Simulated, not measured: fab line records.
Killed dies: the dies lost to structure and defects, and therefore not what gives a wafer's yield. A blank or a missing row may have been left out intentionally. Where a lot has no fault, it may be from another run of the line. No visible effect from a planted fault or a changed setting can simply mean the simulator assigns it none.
What tool caused it? ; flow gf180mcu ; 14 lots with 42 wafers sampled at 2 steps, on a route of 602 steps

WHAT THE GAUGES SHOWED, per wafer
GF_POLY_GATE_THK_MEAS_01.
lot;measured;on;POLY_GATE_CVD_00_THK (nm)
L115;day 8 15:01;filmMetro-04;199.1 198.3 197.6
L116;day 8 20:43;filmMetro-03;198.9 199.1 200.0
L117;day 9 02:46;filmMetro-02;198.8 198.3 199.5
L118;day 9 11:35;filmMetro-02;201.7 199.9 199.9
L119;day 9 13:57;filmMetro-04;199.2 198.7 198.1
L120;day 9 22:36;filmMetro-02;198.5 198.8 199.7
L122;day 10 09:24;filmMetro-03;200.5 198.8 200.8
L124;day 11 02:44;filmMetro-04;199.0 199.3 199.3
L128;day 12 05:25;filmMetro-03;203.3 203.9 204.3
L131;day 13 02:51;filmMetro-02;171.8 172.8 173.1
L132;day 13 07:51;filmMetro-03;203.1 201.4 203.2
L134;day 13 22:55;filmMetro-02;170.4 171.7 171.6
L137;day 14 19:35;filmMetro-03;203.0 200.7 202.4
L138;day 15 08:11;filmMetro-03;202.8 203.1 202.4

TOOL THAT RAN EACH LOT (tool first, then ch and the chambers of the sampled wafers, then the start)
lot;GF_POLY_GATE_CVD_00
L115;lpcvd-02 ch 1, day 8 13:41
L116;lpcvd-01 ch 0, day 8 19:22
L117;lpcvd-01 ch 1, day 9 01:26
L118;lpcvd-02 ch 1, day 9 10:16
L119;lpcvd-02 ch 1, day 9 12:37
L120;lpcvd-02 ch 0, day 9 21:16
L122;lpcvd-02 ch 1, day 10 08:04
L124;lpcvd-02 ch 1, day 11 01:24
L128;lpcvd-01 ch 0, day 12 04:04
L131;lpcvd-02 ch 0, day 13 00:51
L132;lpcvd-01 ch 1, day 13 06:31
L134;lpcvd-02 ch 1, day 13 21:34
L137;lpcvd-01 ch 1, day 14 18:15
L138;lpcvd-01 ch 1, day 15 06:51
- GF_POLY_GATE_CVD_00: deposits poly-Si, target thk 200 nm, time 1200 s.

WHAT THE TOOLS THEMSELVES READ (means of the sampled wafers that have a number; where no wafer has one, the mark that the record gives instead)
GF_POLY_GATE_CVD_00.
lot;tool;spikeTcTopC (C);susceptorTempC (C);zonePowerCentrePct (%)
L115;lpcvd-02;637.7;619.99;9.2
L116;lpcvd-01;639.0;619.94;8.5
L117;lpcvd-01;637.1;619.60;9.9
L118;lpcvd-02;637.9;619.93;9.2
L119;lpcvd-02;638.8;619.83;9.1
L120;lpcvd-02;635.3;620.07;9.0
L122;lpcvd-02;637.6;620.19;9.2
L124;lpcvd-02;637.9;620.01;9.1
L128;lpcvd-01;638.7;619.91;8.7
L131;lpcvd-02;635.0;619.69;9.0
L132;lpcvd-01;636.5;620.09;10.0
L134;lpcvd-02;637.8;620.05;9.1
L137;lpcvd-01;637.0;619.90;9.9
L138;lpcvd-01;637.1;619.90;9.9

THE ANSWER, worked out from the rows above alone
Rule: usual is defined by the lots themselves. The widest of any qualifying gaps counts: lots, ordered by their means at a reading, are off when they make up no more than a third of the lots, leave a main group of 4 or more, and stand apart from it by 3 or more times the standard deviation of that group's means. Not used: any main group whose means are identical at the precision the tables above print for the reading. Also off: a lot with no number at a reading for which 4 or more lots have one. Any other lot the step has rows for is counted as sound. The gauges are gone through in route order, then the tools' own readings, and for those a lot's mean is taken as printed above. The first step at which some lot is off is used, and at that step the reading that is off furthest; a lot without a number counts as furthest.
Off: L131, L134, at GF_POLY_GATE_THK_MEAS_01 (POLY_GATE_CVD_00_THK). The main group: mean 200.4 nm, standard deviation 1.8.
If a tool, at a process step before that reading, ran all the lots that are off and no sound lot after the first of them, it fits. The gauges at GF_POLY_GATE_THK_MEAS_01 are tried like those tools. This does not decide it: 2 tools fit, namely lpcvd-02 at GF_POLY_GATE_CVD_00 and filmMetro-02 at GF_POLY_GATE_THK_MEAS_01.

WHAT THE SIMULATOR HAD PUT IN
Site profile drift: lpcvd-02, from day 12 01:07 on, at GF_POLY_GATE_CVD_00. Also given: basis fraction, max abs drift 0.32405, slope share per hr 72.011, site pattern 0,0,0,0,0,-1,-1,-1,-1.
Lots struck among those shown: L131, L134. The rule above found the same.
